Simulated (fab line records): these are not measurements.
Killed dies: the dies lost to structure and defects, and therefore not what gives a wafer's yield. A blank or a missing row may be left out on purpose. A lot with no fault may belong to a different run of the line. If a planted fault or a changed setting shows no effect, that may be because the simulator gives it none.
Chamber matching ; flow sky130 ; SKY_VIA3_CMP_02 on cmp-01: 4 sister chambers
The step polishes SiO2. 8 wafers are shown with their chamber, then 9 later ones without.

WAFERS, EACH WITH ITS CHAMBER
wafer;chamber;motor current A (A);retaining ring pressure frac
L607.3;3;12.3;1.006
L612.1;3;12.5;0.997
L614.2;2;12.0;1.000
L614.3;0;13.4;1.003
L614.4;1;14.7;1.005
L615.1;2;12.3;0.999
L615.4;1;14.6;1.003
L615.5;0;13.4;0.996

WAFERS WHOSE CHAMBER IS MISSING
wafer;motor current A (A);retaining ring pressure frac
L617.1;12.9;0.999
L617.2;13.0;1.005
L617.5;12.5;0.999
L621.1;13.4;1.006
L621.3;14.9;0.997
L621.5;13.7;1.007
L627.2;12.6;0.997
L627.4;13.2;0.999
L627.5;14.2;0.994

THE CHAMBER EACH PASSED THROUGH
wafer;from the rows above;in truth
L617.1;can't be placed: 0 or 3 or 2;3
L617.2;can't be placed: 0 or 3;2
L617.5;can't be placed: 3 or 2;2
L621.1;0;0
L621.3;1;1
L621.5;0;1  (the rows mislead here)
L627.2;can't be placed: 3 or 2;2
L627.4;0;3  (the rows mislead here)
L627.5;1;1
3 of 9 placed correctly. Not placeable from these rows: 4 (in 3, the candidates include the true chamber). Number placed wrongly: 2.
How it was worked out, from the rows above alone: a wafer's distance from a chamber is the root of the sum, over the readings, of the square of ((its reading less the chamber's mean) divided by the reading's scatter). The wafer belongs to the nearest chamber; if the next one is less than 2 further off, it can't be placed. For every chamber, the mean is computed from those of its wafers that are shown. The scatter: take each reading less its chamber's mean, square it, sum over the shown wafers, divide by the number of wafers less the number of chambers, and take the root.
